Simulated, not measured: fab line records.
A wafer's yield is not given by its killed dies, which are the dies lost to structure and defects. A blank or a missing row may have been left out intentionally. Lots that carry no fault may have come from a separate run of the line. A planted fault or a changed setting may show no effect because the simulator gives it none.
Problem report in the 8D (eight disciplines) form, filled by code    flow gf180mcu    the parts of the form that need people (team, actions taken, sign-off) are left out

## 1. WHAT IS WRONG
cd_nm at GF_V5_CD_MEAS_14 reads a mean of 280.1 nm on 9 wafers of 3 lots; wafers without a fault read 260.4 nm with a standard deviation of 1.4. Relative to the usual mean, that is a shift of +14 standard deviations.
The step: target cd 260 nm.
Earliest sighting: wafer L451.2 on cd_sem-02 at day 31 22:59. The record has a number at this step for 36 wafers belonging to 12 lots. By rule, "out" or "out of limits" means more than 4 standard deviations away from the usual mean. Any other wafer with a number is counted as sound.

## 2. WHAT THIS IS AND IS NOT
question                     is                      is not
which readings at this step  cd_nm                   -
which lots                   L451, L453, L456        L439, L441, L443, L445, L447, L455, L457, L458, L459
which wafers of those lots   all that have a number  -
read on which gauges         cd_sem-01, cd_sem-02    -
when                         from day 31 22:59       up to then (15 sound wafers); but 12 sound wafers of L455, L457, L458, L459 came after

## 3. WHAT RULES OUT EACH SUSPECT
Counting: any tool at a process step up to the reading is kept as a suspect provided that every lot that is out went through it and no sound lot did after the first of them.
- the gauge at GF_V5_CD_MEAS_14 is ruled out. Those wafers that are out were read across 2 gauges (cd_sem-01, cd_sem-02).
- litho_track-02 at GF_V5_SOFTBAKE_10 (time 60 s): kept. All lots that are out passed through it, beginning with L451 at day 31 14:00, and no sound lot followed; its final sound lot before that point was L447 at day 30 11:00. Out on those wafers are its own readings of heater_power_total_W, plate_temp_C.
After counting, what remains is litho_track-02 at GF_V5_SOFTBAKE_10.

## 4. THE CAUSE (what the simulator had put in)
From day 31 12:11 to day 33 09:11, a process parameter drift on litho_track-02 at GF_V5_SOFTBAKE_10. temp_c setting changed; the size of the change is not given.
After counting, this tool was the only one left.

## 5. SEQUENCE OF EFFECTS, ordered by route
Rows list readings where the struck wafers' mean (over those with a number) sits beyond 3 standard deviations from the usual. Only readings whose record carries a usual standard deviation are examined. hours: median over the lots of the time between each lot's start at the first step of this table that gives one and its start at this step. sigmas: the change, counted in usual standard deviations.
hours  step               reading               usual     on struck wafers  change  sigmas
0      GF_V5_SOFTBAKE_10  heater_power_total_W  93.05 W   99.08             +6.03   +97
0      GF_V5_SOFTBAKE_10  plate_temp_C          130.00 C  136.47            +6.47   +50
9      GF_V5_CD_MEAS_14   cd_nm                 260.4 nm  280.1             +19.7   +14
It contains these process steps:
- GF_V5_SOFTBAKE_10: time 60 s.

## 6. HOW IT WOULD HAVE BEEN CAUGHT EARLIER
The first out-of-limits reading at a measuring or inspecting step in this record came at day 31 22:59, 11 hours after the fault's start at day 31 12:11.
The tool's own readings at GF_V5_SOFTBAKE_10 were out on every struck wafer that the step has a row for (heater_power_total_W, plate_temp_C): an alarm limit on them would have fired on the first of those.
Of the lots that are out (3), L453, L456 began GF_V5_SOFTBAKE_10 on litho_track-02 after day 31 22:59. A hold on the tool at that time would have spared those 2.
